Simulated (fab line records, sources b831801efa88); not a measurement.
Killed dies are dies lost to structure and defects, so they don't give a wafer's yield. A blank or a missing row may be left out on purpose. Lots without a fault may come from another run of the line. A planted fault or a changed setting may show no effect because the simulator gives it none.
Which tool did it? | flow sky130 | 12 lots, 36 wafers sampled, at 1 step of a route of 708

WHAT THE GAUGES READ, wafer by wafer
SKY_FIELD_ISO_BOW_MEAS_00.
lot  | measured    | on            | INCOMING_BOW (um)
L075 | day 1 15:00 | film_metro-02 | -9 -9 1
L077 | day 2 01:00 | film_metro-01 | -6 -3 -1
L079 | day 2 11:01 | film_metro-02 | -4 -3 -9
L081 | day 2 21:01 | film_metro-02 | 2 10 10
L083 | day 3 07:01 | film_metro-02 | -7 0 -3
L085 | day 3 17:01 | film_metro-03 | 1 8 10
L087 | day 4 03:02 | film_metro-02 | 3 -8 -9
L089 | day 4 13:00 | film_metro-01 | 3 5 -3
L091 | day 4 23:02 | film_metro-03 | 5 0 0
L093 | day 5 09:01 | film_metro-02 | -3 4 9
L095 | day 5 19:00 | film_metro-02 | -3 1 -3
L097 | day 6 05:00 | film_metro-01 | -1 3 -2

WHICH TOOL RAN EACH LOT (tool, then ch and the chambers of the sampled wafers, then the start)
The record holds no process step before these readings.

THE ANSWER, worked out from the rows above alone
Rule: what is usual is taken from the lots themselves. Put in order of their means at a reading, lots are off if they are a third of the lots or fewer, leave a main group of 4 or more, and stand apart from it by a gap of 3 or more times the standard deviation of the main group's means; of several such gaps the widest counts. A main group whose means are all the same, to the digits that the tables above print for the reading, isn't used. A lot without any number at a reading at which 4 lots or more have one is off too. The other lots that the step has rows for count as sound.
No lot is off at any reading shown: from this, nothing can be told.

WHAT THE SIMULATOR HAD PUT IN
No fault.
